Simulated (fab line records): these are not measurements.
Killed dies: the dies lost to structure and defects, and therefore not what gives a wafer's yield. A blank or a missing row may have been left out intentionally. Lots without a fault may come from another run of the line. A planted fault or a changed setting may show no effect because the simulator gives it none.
fab line records + flow sfqLine
record:
- lots: 6
- wafers: 18
- lastDay: 85
route steps=325 shown I6@266 M7@281 I7@296 M8@325
lots with no fault: from the same line, run without faults
startH: hours from the record's opening day to when the first of the lot's shown wafers began + waitH: time in hours since the lot's previous step + " as in the row above + L1.1+2: a single row standing in for several wafers + - no value, or no start given + * or withheld: withheld + < > ~ a bound
route shown NAME@n: NAME is a module with steps in the file, n the number in the route of the first one + usual: the fault-free wafers' mean and standard deviation + same: alike in all rows + chamber/n: place in a boat + sites: per-site readings + _std_site: the standard deviation of these + _edge_site: mean of outer sites minus mean of inner sites + radiusMm: for every site, how far away it sits from the centre of the wafer + mask NAME#n: copy n + behind: tool/chamber where the wafer was last shaped + hold: the reason the lot was held/the length of the hold in hours/how it ended + device: the transistor (n, p or np) that didn't switch + end of line: tests of these same wafers at the route's end + a step with no rows: only its recipe + killed: count of dies lost to structure and defects at first sort (not the wafer's yield) + map: dies across one wafer; x = killed, . = not, _ = none there
set.NAME: setting as actually run; set.NAME@STEP: the setting as run at that earlier step + model.NAME: the simulator's own value behind a step, which no gauge read
certain route steps with their lots: each step a table, each wafer a row
services: when a tool's chamber went out of use (startH, in hours from the record's first day, below 0 if earlier), for how many hours, and the reason
== steps ==
step: SFQ_TRILAYER_I6_DEP_PECVD_165
recipe:
- material: SiO2
- tempC: 150
- timeS: 111.11
- pressureTorr: 2.4
- rfW: 183.3
- precursor: SiH4/N2O
- targetThkNm: 500
step: SFQ_TRILAYER_I6_CMP_CMP_166
recipe:
- material: SiO2
- downForcePsi: 3
- platenRpm: 60
- padVelocityMS: 0.94248
step: SFQ_I6_BOW_MEAS_941
recipe:
- mode: bow
usual:
- I6_BOW: 8/9.3
| lot.wafer | tool         | chamber | startH  | waitH | I6_BOW[um] |
|-----------|--------------|---------|---------|-------|------------|
| L111.1    | filmMetro-03 | -       | 1578.49 | 1.0   | 12         |
| L111.5    | "            | -       | "       | "     | -4         |
| L111.6    | "            | -       | "       | "     | 5          |
| L115.1    | filmMetro-02 | -       | 1667.84 | 2.0   | 11         |
| L115.2    | "            | -       | "       | "     | 10         |
| L115.3    | "            | -       | "       | "     | 18         |
| L119.1    | filmMetro-02 | -       | 1680.24 | 1.5   | 18         |
| L119.3    | "            | -       | "       | "     | 15         |
| L119.5    | "            | -       | "       | "     | 6          |
| L120.1    | filmMetro-04 | -       | 1685.84 | 1.5   | 14         |
| L120.2    | "            | -       | "       | "     | 3          |
| L120.6    | "            | -       | "       | "     | 5          |
| L129.3    | filmMetro-02 | -       | 1721.88 | 1.0   | 9          |
| L129.4    | "            | -       | "       | "     | 0          |
| L129.5    | "            | -       | "       | "     | 13         |
| L133.2    | filmMetro-03 | -       | 1751.86 | 1.0   | -2         |
| L133.3    | "            | -       | "       | "     | -10        |
| L133.4    | "            | -       | "       | "     | -2         |
step: SFQ_TRILAYER_I6_METRO_MEASURE_167
step: SFQ_TRILAYER_I6_VIA_LITHO_COAT_174
recipe:
- resist: BARC
- spinRpm: 3000
- resistThkNm: 63.19
step: SFQ_TRILAYER_I6_VIA_LITHO_COAT_169
recipe:
- resist: KrF
- spinRpm: 3000
- resistThkNm: 650
step: SFQ_TRILAYER_I6_VIA_LITHO_SOFTBAKE_173
recipe:
- tempC: withheld
- timeS: withheld
- resist: KrF
step: SFQ_TRILAYER_I6_VIA_LITHO_EXPOSE_170
recipe:
- maskId: I6
- na: 0.6
- sourceShape: conventional
- sigmaOuter: 0.65
- targetCdNm: 700
- doseMj: 21.3
step: SFQ_TRILAYER_I6_VIA_LITHO_PEB_172
recipe:
- pebTempC: 115
- pebTimeS: 60
- resist: KrF
step: SFQ_TRILAYER_I6_VIA_LITHO_DEVELOP_171
recipe:
- timeS: 60
- resist: KrF
step: SFQ_I6_OVL_MEAS_942
usual:
- I6_OVL: 0/6.8
| lot.wafer | tool       | chamber | startH  | waitH | I6_OVL[nm] |
|-----------|------------|---------|---------|-------|------------|
| L111.1    | overlay-01 | -       | 1680.81 | 0.1   | -3         |
| L111.5    | "          | -       | "       | "     | 2          |
| L111.6    | "          | -       | "       | "     | -14        |
| L115.1    | overlay-02 | -       | 1732.54 | 0.1   | -9         |
| L115.2    | "          | -       | "       | "     | -3         |
| L115.3    | "          | -       | "       | "     | -5         |
| L119.1    | overlay-02 | -       | 1751.86 | 0.1   | 8          |
| L119.3    | "          | -       | "       | "     | 1          |
| L119.5    | "          | -       | "       | "     | 3          |
| L120.1    | overlay-01 | -       | 1761.71 | 0.1   | -7         |
| L120.2    | "          | -       | "       | "     | -4         |
| L120.6    | "          | -       | "       | "     | -6         |
| L129.3    | overlay-02 | -       | 1817.05 | 0.1   | -1         |
| L129.4    | "          | -       | "       | "     | -3         |
| L129.5    | "          | -       | "       | "     | -2         |
| L133.2    | overlay-01 | -       | 1855.31 | 0.1   | 3          |
| L133.3    | "          | -       | "       | "     | -5         |
| L133.4    | "          | -       | "       | "     | 2          |
step: SFQ_TRILAYER_I6_VIA_BARC_OPEN_VIA_ETCH_235
recipe:
- maskMaterial: PR
- chemistry: O2
- targetDepthNm: 125
- target: BARC
- sourceW: 500
- biasW: 80
- pressureMtorr: 30
- timeS: 41.7
usual:
- biasW: 79.97/0.24
- chamberPressureMTorr: 30.00/0.03
- drypumpMotorCurrentA: 5.7/0.4
- oesProductAu: 0.691/0.0044
| lot.wafer | tool       | chamber | startH  | waitH | biasW | chamberPressureMTorr | drypumpMotorCurrentA | oesProductAu | rfHoursCounterH |
|-----------|------------|---------|---------|-------|-------|----------------------|----------------------|--------------|-----------------|
| L111.1    | rieDiel-03 | 2       | 1680.85 | 0.0   | 80.31 | 30.06                | 5.7                  | 0.687        | 14              |
| L111.5    | "          | 0       | "       | "     | 79.66 | 29.98                | 5.8                  | 0.693        | -               |
| L111.6    | "          | 3       | "       | "     | 80.10 | 29.99                | 5.9                  | 0.691        | -               |
| L115.1    | rieDiel-04 | 1       | 1732.58 | 0.0   | 79.63 | 29.99                | 6.2                  | 0.695        | 3               |
| L115.2    | "          | 0       | "       | "     | 79.77 | 30.02                | 6.0                  | 0.686        | 6               |
| L115.3    | "          | 3       | "       | "     | 80.05 | 29.95                | 6.2                  | 0.695        | 9               |
| L119.1    | rieDiel-03 | 1       | 1751.90 | 0.0   | 79.80 | 29.96                | 5.9                  | 0.687        | 16              |
| L119.3    | "          | 3       | "       | "     | 79.53 | 30.01                | 5.9                  | 0.688        | 14              |
| L119.5    | "          | 0       | "       | "     | 79.77 | 29.94                | 5.8                  | 0.691        | -               |
| L120.1    | rieDiel-04 | 2       | 1761.75 | 0.0   | 79.75 | 30.01                | 5.0                  | 0.687        | 4               |
| L120.2    | "          | 0       | "       | "     | 79.64 | 30.00                | 6.0                  | 0.693        | 7               |
| L120.6    | "          | 0       | "       | "     | 79.80 | 29.99                | 6.0                  | 0.687        | -               |
| L129.3    | rieDiel-04 | 3       | 1817.08 | 0.0   | 80.38 | 30.06                | 6.3                  | 0.697        | 11              |
| L129.4    | "          | 0       | "       | "     | 79.91 | 30.02                | 6.0                  | 0.695        | 8               |
| L129.5    | "          | 0       | "       | "     | 80.09 | 30.02                | 6.0                  | 0.692        | -               |
| L133.2    | rieDiel-03 | 3       | 1855.34 | 0.0   | 80.09 | 30.01                | 5.9                  | 0.694        | 15              |
| L133.3    | "          | 1       | "       | "     | 80.12 | 29.99                | 5.9                  | 0.702        | 17              |
| L133.4    | "          | 2       | "       | "     | 79.71 | 30.04                | 5.7                  | 0.686        | 16              |
step: SFQ_TRILAYER_I6_VIA_ETCH_VIA_ETCH_172
recipe:
- target: SiO2
- stopOn: Nb
- maskMaterial: PR
- taperDeg: 20
- chemistry: CHF3
- targetDepthNm: 260
- sourceW: 500
- biasW: 80
- pressureMtorr: 30
- timeS: withheld
usual:
- biasW: 80.04/0.21
- chamberPressureMTorr: 29.995/0.026
- drypumpMotorCurrentA: 5.7/0.4
- oesProductAu: 0.854/0.0049
| lot.wafer | tool       | chamber | startH  | waitH | biasW | chamberPressureMTorr | drypumpMotorCurrentA | oesProductAu | model.KrF_of_TRILAYER_I6_VIA_LITHO_COAT_169.thkNm |
|-----------|------------|---------|---------|-------|-------|----------------------|----------------------|--------------|---------------------------------------------------|
| L111.1    | rieDiel-03 | 2       | 1680.89 | 0.0   | 79.76 | 30.037               | 5.7                  | 0.853        | 530.9                                             |
| L111.5    | "          | 0       | "       | "     | 80.08 | 29.983               | 5.8                  | 0.852        | 530.8                                             |
| L111.6    | "          | 3       | "       | "     | 80.45 | 29.963               | 5.9                  | 0.851        | 529.7                                             |
| L115.1    | rieDiel-04 | 1       | 1732.62 | 0.0   | 80.05 | 29.995               | 6.2                  | 0.859        | 526.4                                             |
| L115.2    | "          | 0       | "       | "     | 79.80 | 29.994               | 6.0                  | 0.859        | 528.3                                             |
| L115.3    | "          | 3       | "       | "     | 80.33 | 30.014               | 6.2                  | 0.853        | 529.5                                             |
| L119.1    | rieDiel-03 | 1       | 1751.94 | 0.0   | -     | -                    | -                    | -            | 571.8                                             |
| L119.3    | "          | 3       | "       | "     | -     | -                    | -                    | -            | 573.5                                             |
| L119.5    | "          | 0       | "       | "     | -     | -                    | -                    | -            | 571.9                                             |
| L120.1    | rieDiel-04 | 2       | 1761.79 | 0.0   | -     | -                    | -                    | -            | 572.8                                             |
| L120.2    | "          | 0       | "       | "     | -     | -                    | -                    | -            | 572.1                                             |
| L120.6    | "          | 0       | "       | "     | -     | -                    | -                    | -            | 572.1                                             |
| L129.3    | rieDiel-04 | 3       | 1817.12 | 0.0   | 80.04 | 30.005               | 6.3                  | 0.848        | 527.6                                             |
| L129.4    | "          | 0       | "       | "     | 80.27 | 30.063               | 6.0                  | 0.849        | 528.1                                             |
| L129.5    | "          | 0       | "       | "     | 80.50 | 30.003               | 6.1                  | 0.858        | 527.8                                             |
| L133.2    | rieDiel-03 | 3       | 1855.38 | 0.0   | 79.91 | 30.051               | 5.9                  | 0.848        | 527.1                                             |
| L133.3    | "          | 1       | "       | "     | 79.94 | 29.979               | 6.0                  | 0.850        | 528.7                                             |
| L133.4    | "          | 2       | "       | "     | 79.66 | 30.010               | 5.7                  | 0.854        | 527.3                                             |
step: SFQ_TRILAYER_I6_VIA_STRIP_STRIP_173
recipe:
- gas: O2
- powerW: 200
- platenTempC: 40
- overashFraction: 0.65
- chemistry: O2
- pressureMtorr: 50
step: SFQ_TRILAYER_I6_VIA_STRIP_SOLV_CLEAN_174
recipe:
- chemistry: NMP
- tempC: 70
- timeS: 600
step: SFQ_TRILAYER_M7_DEP_PRE_CLEAN_176
recipe:
- gas: Ar
- timeS: 22.5
- biasV: 250
step: SFQ_TRILAYER_M7_DEP_SPUTTER_175
recipe:
- material: Nb
- basePressurePa: 1.33e-06
- chamberPressurePa: 0.1333
- substrateTempC: 20
- targetThkNm: 200
- powerW: 2000
- timeS: 133.3
step: SFQ_M7_RS_MEAS_943
recipe:
- thkMeasGauge: four-point-probe
- reads: Nb_of_TRILAYER_M7_DEP_SPUTTER_175
usual:
- M7_NB_RS: 0.888/0.0097
| lot.wafer | tool         | chamber | startH  | waitH | M7_NB_RS[ohm/sq] |
|-----------|--------------|---------|---------|-------|------------------|
| L111.1    | filmMetro-04 | -       | 1681.90 | 0.0   | 0.891            |
| L111.5    | "            | -       | "       | "     | 0.895            |
| L111.6    | "            | -       | "       | "     | 0.894            |
| L115.1    | filmMetro-01 | -       | 1733.80 | 0.0   | 0.878            |
| L115.2    | "            | -       | "       | "     | 0.881            |
| L115.3    | "            | -       | "       | "     | 0.882            |
| L119.1    | filmMetro-04 | -       | 1752.95 | 0.0   | 0.901            |
| L119.3    | "            | -       | "       | "     | 0.902            |
| L119.5    | "            | -       | "       | "     | 0.898            |
| L120.1    | filmMetro-04 | -       | 1763.00 | 0.0   | 0.900            |
| L120.2    | "            | -       | "       | "     | 0.898            |
| L120.6    | "            | -       | "       | "     | 0.891            |
| L129.3    | filmMetro-04 | -       | 1818.16 | 0.1   | 0.889            |
| L129.4    | "            | -       | "       | "     | 0.889            |
| L129.5    | "            | -       | "       | "     | 0.900            |
| L133.2    | filmMetro-04 | -       | 1856.40 | 0.1   | 0.885            |
| L133.3    | "            | -       | "       | "     | 0.879            |
| L133.4    | "            | -       | "       | "     | 0.873            |
step: SFQ_TRILAYER_M7_LITHO_COAT_182
recipe:
- resist: BARC
- spinRpm: 3000
- resistThkNm: 62
step: SFQ_TRILAYER_M7_LITHO_COAT_177
recipe:
- resist: KrF
- spinRpm: 3000
- resistThkNm: 600
step: SFQ_TRILAYER_M7_LITHO_SOFTBAKE_181
recipe:
- tempC: withheld
- timeS: withheld
- resist: KrF
step: SFQ_TRILAYER_M7_LITHO_EXPOSE_178
recipe:
- maskId: M7
- na: 0.6
- sourceShape: conventional
- sigmaOuter: 0.65
- targetCdNm: 500
- doseMj: 14.4
step: SFQ_TRILAYER_M7_LITHO_PEB_180
recipe:
- pebTempC: 115
- pebTimeS: 60
- resist: KrF
step: SFQ_TRILAYER_M7_LITHO_DEVELOP_179
recipe:
- timeS: 60
- resist: KrF
step: SFQ_M7_OVL_MEAS_945
usual:
- M7_OVL: 0/5.6
| lot.wafer | tool       | chamber | startH  | waitH | M7_OVL[nm] |
|-----------|------------|---------|---------|-------|------------|
| L111.1    | overlay-02 | -       | 1754.39 | 0.1   | -1         |
| L111.5    | "          | -       | "       | "     | -2         |
| L111.6    | "          | -       | "       | "     | -3         |
| L115.1    | overlay-01 | -       | 1825.44 | 0.1   | 2          |
| L115.2    | "          | -       | "       | "     | 1          |
| L115.3    | "          | -       | "       | "     | -2         |
| L119.1    | overlay-02 | -       | 1854.10 | 0.1   | 1          |
| L119.3    | "          | -       | "       | "     | 7          |
| L119.5    | "          | -       | "       | "     | 3          |
| L120.1    | overlay-01 | -       | 1865.03 | 0.1   | 0          |
| L120.2    | "          | -       | "       | "     | 10         |
| L120.6    | "          | -       | "       | "     | 8          |
| L129.3    | overlay-02 | -       | 1921.56 | 0.1   | 1          |
| L129.4    | "          | -       | "       | "     | -7         |
| L129.5    | "          | -       | "       | "     | -3         |
| L133.2    | overlay-01 | -       | 1961.80 | 0.1   | -5         |
| L133.3    | "          | -       | "       | "     | -8         |
| L133.4    | "          | -       | "       | "     | -3         |
step: SFQ_TRILAYER_M7_BARC_OPEN_METAL_ETCH_229
recipe:
- maskMaterial: PR
- chemistry: O2
- targetDepthNm: 125
- target: BARC
- icpW: 577.1
- biasW: 80
- pressureMtorr: 10
- timeS: 41.7
step: SFQ_TRILAYER_M7_ETCH_METAL_ETCH_180
recipe:
- target: Nb
- stopOn: SiO2
- maskMaterial: PR
- chemistry: Cl2/Ar
- targetDepthNm: 240
- icpW: 600
- biasW: 80
- pressureMtorr: 10
- timeS: 120
usual:
- biasW: 80.04/0.24
- chamberPressureMTorr: 10.000/0.0091
- drypumpMotorCurrentA: 5.9/0.46
- oesProductAu: 0.895/0.0082
| lot.wafer | tool        | chamber | startH  | waitH | biasW | chamberPressureMTorr | drypumpMotorCurrentA | oesProductAu | rfHoursCounterH |
|-----------|-------------|---------|---------|-------|-------|----------------------|----------------------|--------------|-----------------|
| L111.1    | rieMetal-01 | 0       | 1754.51 | 0.1   | 79.76 | 10.004               | 5.9                  | 0.889        | 68              |
| L111.5    | "           | 0       | "       | "     | 79.58 | 9.973                | 5.9                  | 0.891        | -               |
| L111.6    | "           | 1       | "       | "     | 79.91 | 10.004               | 6.2                  | 0.882        | -               |
| L115.1    | rieMetal-01 | 1       | 1825.54 | 0.0   | 79.97 | 10.001               | 6.2                  | 0.911        | 1               |
| L115.2    | "           | 0       | "       | "     | 79.64 | 10.010               | 5.9                  | 0.898        | 77              |
| L115.3    | "           | 1       | "       | "     | 80.19 | 9.999                | 6.2                  | 0.900        | -               |
| L119.1    | rieMetal-02 | 0       | 1854.20 | 0.0   | 79.94 | 10.010               | 6.7                  | 0.890        | 72              |
| L119.3    | "           | 1       | "       | "     | 80.02 | 9.996                | 5.4                  | 0.880        | -               |
| L119.5    | "           | 0       | "       | "     | 79.64 | 10.017               | 6.6                  | 0.887        | -               |
| L120.1    | rieMetal-01 | 0       | 1865.12 | 0.0   | 80.27 | 9.996                | 5.9                  | 0.901        | 82              |
| L120.2    | "           | 1       | "       | "     | 79.90 | 10.004               | 6.2                  | 0.894        | 6               |
| L120.6    | "           | 0       | "       | "     | 79.86 | 10.002               | 6.0                  | 0.889        | -               |
| L129.3    | rieMetal-03 | 0       | 1921.69 | 0.1   | 79.94 | 10.006               | 5.1                  | 0.902        | -               |
| L129.4    | "           | 1       | "       | "     | 79.64 | 9.984                | 6.0                  | 0.891        | -               |
| L129.5    | "           | 0       | "       | "     | 79.93 | 10.002               | 5.1                  | 0.883        | -               |
| L133.2    | rieMetal-03 | 1       | 1961.89 | 0.0   | 80.05 | 10.006               | 6.0                  | 0.894        | 124             |
| L133.3    | "           | 0       | "       | "     | 80.03 | 9.998                | 5.1                  | 0.901        | -               |
| L133.4    | "           | 1       | "       | "     | 80.06 | 9.998                | 5.9                  | 0.904        | -               |
step: SFQ_TRILAYER_M7_STRIP_STRIP_181
recipe:
- gas: O2
- powerW: 200
- platenTempC: 40
- overashFraction: 0.65
- chemistry: O2
- pressureMtorr: 50
step: SFQ_TRILAYER_M7_STRIP_SOLV_CLEAN_182
recipe:
- chemistry: NMP
- tempC: 70
- timeS: 600
step: SFQ_TRILAYER_I7_DEP_PECVD_183
recipe:
- material: SiO2
- tempC: 150
- timeS: 111.11
- pressureTorr: 2.4
- rfW: 183.3
- precursor: SiH4/N2O
- targetThkNm: 500
usual:
- heaterPowerW: 83/16
- throttleValvePct: 24.3/1.2
| lot.wafer | tool     | chamber | startH  | waitH | heaterPowerW | throttleValvePct |
|-----------|----------|---------|---------|-------|--------------|------------------|
| L111.1    | pecvd-03 | 0       | 1755.66 | 0.0   | 75           | 24.2             |
| L111.5    | "        | 2       | "       | "     | 124          | 24.1             |
| L111.6    | "        | 1       | "       | "     | 70           | 25.4             |
| L115.1    | pecvd-01 | 2       | 1826.45 | 0.0   | 83           | 25.3             |
| L115.2    | "        | 1       | "       | "     | 79           | 22.6             |
| L115.3    | "        | 0       | "       | "     | 72           | 26.2             |
| L119.1    | pecvd-01 | 2       | 1855.10 | 0.0   | 83           | 25.6             |
| L119.3    | "        | 1       | "       | "     | 78           | 22.6             |
| L119.5    | "        | 2       | "       | "     | 85           | 25.5             |
| L120.1    | pecvd-04 | 1       | 1866.02 | 0.0   | 70           | 24.1             |
| L120.2    | "        | 0       | "       | "     | 78           | 24.4             |
| L120.6    | "        | 0       | "       | "     | 80           | 24.6             |
| L129.3    | pecvd-01 | 2       | 1922.55 | 0.0   | 85           | 25.9             |
| L129.4    | "        | 2       | "       | "     | 87           | 26.0             |
| L129.5    | "        | 0       | "       | "     | 86           | 26.1             |
| L133.2    | pecvd-01 | 0       | 1962.79 | 0.0   | 74           | 26.0             |
| L133.3    | "        | 2       | "       | "     | 86           | 26.5             |
| L133.4    | "        | 0       | "       | "     | 77           | 26.3             |
step: SFQ_TRILAYER_I7_CMP_CMP_184
recipe:
- material: SiO2
- downForcePsi: 3
- platenRpm: 60
- padVelocityMS: 0.94248
usual:
- motorCurrentA: 10.0/0.75
- timeToEndpointS: 212/9
| lot.wafer | tool   | chamber | startH  | waitH | motorCurrentA | timeToEndpointS |
|-----------|--------|---------|---------|-------|---------------|-----------------|
| L111.1    | cmp-02 | 1       | 1757.84 | 2.1   | 9.0           | 213             |
| L111.5    | "      | 1       | 1759.84 | 4.1   | 9.2           | 212             |
| L111.6    | "      | 2       | "       | "     | 9.0           | 212             |
| L115.3    | cmp-02 | 3       | 1827.71 | 1.2   | 10.3          | 216             |
| L115.2    | "      | 0       | "       | "     | 10.3          | 223             |
| L115.1    | "      | 1       | "       | "     | 9.5           | 232             |
| L119.1    | cmp-01 | 1       | 1855.67 | 0.5   | 10.1          | 208             |
| L119.3    | "      | 2       | "       | "     | 10.5          | 206             |
| L119.5    | "      | 0       | 1857.17 | 2.0   | 10.2          | 208             |
| L120.1    | cmp-02 | 2       | 1866.60 | 0.5   | 8.9           | 225             |
| L120.2    | "      | 3       | "       | "     | 10.4          | 200             |
| L120.6    | "      | 2       | 1868.60 | 2.5   | 8.6           | 218             |
| L129.3    | cmp-01 | 0       | 1923.91 | 1.3   | 10.9          | 198             |
| L129.4    | "      | 1       | "       | "     | 10.6          | 215             |
| L129.5    | "      | 0       | 1925.91 | 3.3   | 11.1          | 203             |
| L133.4    | cmp-02 | 2       | 1962.97 | 0.1   | 8.5           | 219             |
| L133.3    | "      | 3       | "       | "     | 10.5          | 210             |
| L133.2    | "      | 1       | 1964.47 | 1.6   | 9.3           | 216             |
step: SFQ_I7_BOW_MEAS_946
recipe:
- mode: bow
usual:
- I7_BOW: 9/9.7
| lot.wafer | tool         | chamber | startH  | waitH | I7_BOW[um] |
|-----------|--------------|---------|---------|-------|------------|
| L111.1    | filmMetro-03 | -       | 1760.84 | 2.5   | 16         |
| L111.5    | "            | -       | "       | "     | 0          |
| L111.6    | "            | -       | "       | "     | 10         |
| L115.1    | filmMetro-02 | -       | 1830.21 | 1.0   | 14         |
| L115.2    | "            | -       | "       | "     | 13         |
| L115.3    | "            | -       | "       | "     | 21         |
| L119.1    | filmMetro-03 | -       | 1858.17 | 2.0   | 23         |
| L119.3    | "            | -       | "       | "     | 21         |
| L119.5    | "            | -       | "       | "     | 12         |
| L120.1    | filmMetro-01 | -       | 1869.10 | 2.0   | 16         |
| L120.2    | "            | -       | "       | "     | 5          |
| L120.6    | "            | -       | "       | "     | 6          |
| L129.3    | filmMetro-03 | -       | 1926.45 | 2.0   | 5          |
| L129.4    | "            | -       | "       | "     | -3         |
| L129.5    | "            | -       | "       | "     | 8          |
| L133.2    | filmMetro-01 | -       | 1965.99 | 1.0   | -4         |
| L133.3    | "            | -       | "       | "     | -11        |
| L133.4    | "            | -       | "       | "     | -5         |
step: SFQ_TRILAYER_I7_METRO_MEASURE_185
usual:
- thkNm: 199.9/1.1
| lot.wafer | tool         | chamber | startH  | waitH | thkNm |
|-----------|--------------|---------|---------|-------|-------|
| L111.1    | filmMetro-03 | -       | 1760.96 | 0.1   | 201.3 |
| L111.5    | "            | -       | "       | "     | 200.5 |
| L111.6    | "            | -       | "       | "     | 200.4 |
| L115.1    | filmMetro-02 | -       | 1830.33 | 0.1   | 200.7 |
| L115.2    | "            | -       | "       | "     | 201.3 |
| L115.3    | "            | -       | "       | "     | 200.5 |
| L119.1    | filmMetro-03 | -       | 1858.29 | 0.1   | 198.0 |
| L119.3    | "            | -       | "       | "     | 197.9 |
| L119.5    | "            | -       | "       | "     | 197.9 |
| L120.1    | filmMetro-01 | -       | 1869.22 | 0.1   | 200.8 |
| L120.2    | "            | -       | "       | "     | 198.8 |
| L120.6    | "            | -       | "       | "     | 200.3 |
| L129.3    | filmMetro-03 | -       | 1926.93 | 0.5   | 199.6 |
| L129.4    | "            | -       | "       | "     | 199.5 |
| L129.5    | "            | -       | "       | "     | 199.5 |
| L133.2    | filmMetro-01 | -       | 1966.29 | 0.3   | 200.3 |
| L133.3    | "            | -       | "       | "     | 199.5 |
| L133.4    | "            | -       | "       | "     | 201.3 |
step: SFQ_TRILAYER_I7_VIA_LITHO_COAT_192
recipe:
- resist: BARC
- spinRpm: 3000
- resistThkNm: 62
step: SFQ_TRILAYER_I7_VIA_LITHO_COAT_187
recipe:
- resist: KrF
- spinRpm: 3000
- resistThkNm: 650
step: SFQ_TRILAYER_I7_VIA_LITHO_SOFTBAKE_191
recipe:
- tempC: withheld
- timeS: withheld
- resist: KrF
step: SFQ_TRILAYER_I7_VIA_LITHO_EXPOSE_188
recipe:
- maskId: I7
- na: 0.6
- sourceShape: conventional
- sigmaOuter: 0.65
- targetCdNm: 1000
- doseMj: 21.3
step: SFQ_TRILAYER_I7_VIA_LITHO_PEB_190
recipe:
- pebTempC: 115
- pebTimeS: 60
- resist: KrF
step: SFQ_TRILAYER_I7_VIA_LITHO_DEVELOP_189
recipe:
- timeS: 60
- resist: KrF
step: SFQ_I7_OVL_MEAS_947
usual:
- I7_OVL: -1/5.1
| lot.wafer | tool       | chamber | startH  | waitH | I7_OVL[nm] |
|-----------|------------|---------|---------|-------|------------|
| L111.1    | overlay-02 | -       | 1788.54 | 0.1   | -3         |
| L111.5    | "          | -       | "       | "     | 0          |
| L111.6    | "          | -       | "       | "     | -6         |
| L115.1    | overlay-01 | -       | 1833.78 | 0.1   | 2          |
| L115.2    | "          | -       | "       | "     | 1          |
| L115.3    | "          | -       | "       | "     | -1         |
| L119.1    | overlay-01 | -       | 1871.12 | 0.1   | -3         |
| L119.3    | "          | -       | "       | "     | 3          |
| L119.5    | "          | -       | "       | "     | 4          |
| L120.1    | overlay-01 | -       | 1874.72 | 0.1   | -1         |
| L120.2    | "          | -       | "       | "     | -2         |
| L120.6    | "          | -       | "       | "     | 1          |
| L129.3    | overlay-01 | -       | 2017.01 | 0.1   | 1          |
| L129.4    | "          | -       | "       | "     | -1         |
| L129.5    | "          | -       | "       | "     | 4          |
| L133.2    | overlay-01 | -       | 2039.53 | 0.1   | 0          |
| L133.3    | "          | -       | "       | "     | 9          |
| L133.4    | "          | -       | "       | "     | -5         |
step: SFQ_TRILAYER_I7_VIA_BARC_OPEN_VIA_ETCH_260
recipe:
- maskMaterial: PR
- chemistry: O2
- targetDepthNm: 125
- target: BARC
- sourceW: 500
- biasW: 80
- pressureMtorr: 30
- timeS: 41.7
step: SFQ_M8_BOW_MEAS_951
recipe:
- mode: bow
usual:
- M8_BOW: 10/9.7
| lot.wafer | tool         | chamber | startH  | waitH | M8_BOW[um] | model.etest.i6.linkOhm |
|-----------|--------------|---------|---------|-------|------------|------------------------|
| L111.1    | filmMetro-03 | -       | 1892.55 | 0.0   | 16         | 1.89                   |
| L111.5    | "            | -       | "       | "     | 2          | 1.884                  |
| L111.6    | "            | -       | "       | "     | 10         | 1.887                  |
| L115.1    | filmMetro-03 | -       | 1936.10 | 0.0   | 15         | 1.86                   |
| L115.2    | "            | -       | "       | "     | 15         | 1.869                  |
| L115.3    | "            | -       | "       | "     | 23         | 1.865                  |
| L119.1    | filmMetro-03 | -       | 1972.52 | 0.0   | 24         | 1e+06                  |
| L119.3    | "            | -       | "       | "     | 22         | 1e+06                  |
| L119.5    | "            | -       | "       | "     | 12         | 1e+06                  |
| L120.1    | filmMetro-03 | -       | 1984.92 | 0.0   | 18         | 1e+06                  |
| L120.2    | "            | -       | "       | "     | 5          | 1e+06                  |
| L120.6    | "            | -       | "       | "     | 8          | 1e+06                  |
| L129.3    | filmMetro-04 | -       | 2022.07 | 0.0   | 4          | 1.863                  |
| L129.4    | "            | -       | "       | "     | -4         | 1.879                  |
| L129.5    | "            | -       | "       | "     | 7          | 1.896                  |
| L133.2    | filmMetro-01 | -       | 2047.27 | 0.0   | -2         | 1.855                  |
| L133.3    | "            | -       | "       | "     | -10        | 1.848                  |
| L133.4    | "            | -       | "       | "     | -4         | 1.832                  |
== services ==
| tool         | chamber | startH  | hours | kind   |
|--------------|---------|---------|-------|--------|
| cmp-02       | -       | 1658.86 | 1.1   | repair |
| filmMetro-03 | -       | 1660.56 | 0.1   | pm     |
| rieDiel-04   | 2       | 1664.78 | 17.6  | repair |
| pecvd-01     | -       | 1686.25 | 14.0  | pm     |
| rieDiel-04   | 1       | 1769.07 | 3.3   | repair |
| cmp-02       | -       | 1773.00 | 4.0   | pm     |
| rieDiel-03   | 2       | 1783.03 | 3.3   | repair |
| rieDiel-04   | 2       | 1784.22 | 23.4  | repair |
| rieDiel-04   | -       | 1786.57 | 2.8   | pm     |
| pecvd-01     | 0       | 1787.77 | 4.4   | repair |
| filmMetro-03 | -       | 1797.31 | 10.0  | pm     |
| cmp-02       | -       | 1801.56 | 2.0   | repair |
| cmp-02       | -       | 1811.13 | 3.8   | pm     |
| filmMetro-03 | -       | 1819.33 | 1.4   | pm     |
| pecvd-01     | -       | 1823.27 | 2.3   | repair |
| filmMetro-03 | -       | 1823.49 | 0.3   | pm     |
| filmMetro-03 | -       | 1844.31 | 0.4   | pm     |
| rieDiel-04   | 1       | 1853.17 | 5.0   | repair |
| rieDiel-03   | 3       | 1856.29 | 12.8  | repair |
| rieDiel-03   | 1       | 1870.30 | 2.6   | repair |
| rieDiel-03   | 2       | 1885.53 | 1.4   | repair |
| rieDiel-04   | -       | 1918.04 | 0.2   | repair |
| rieDiel-04   | 1       | 1939.12 | 4.9   | repair |
| rieDiel-04   | 3       | 1945.57 | 2.8   | repair |
== key ==
firstSign:
- step: SFQ_TRILAYER_I6_VIA_ETCH_VIA_ETCH_172
- reading: toolRecord
- direction: missing
effect none on later readings
modelEffect:
- step: SFQ_TRILAYER_I6_VIA_ETCH_VIA_ETCH_172
- value: KrF_of_TRILAYER_I6_VIA_LITHO_COAT_169.thkNm
- without: 528.2
- struck: 572.3
modelEffect:
- step: SFQ_M8_BOW_MEAS_951
- value: etest.i6.linkOhm
- without: 1.887
- struck: 1e+06
metAt SFQ_TRILAYER_I6_VIA_ETCH_VIA_ETCH_172
struckWafers L119.1,L119.3,L119.5,L120.1,L120.2,L120.6
onsetBetween 1732.62 1751.94
fault:
- kind: skippedStepWhole
- tool: rieDiel-03,rieDiel-04
- chamber: -
- onsetH: 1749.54
- steps: SFQ_TRILAYER_I6_VIA_ETCH_VIA_ETCH_172
- scope: struckLotsOnly
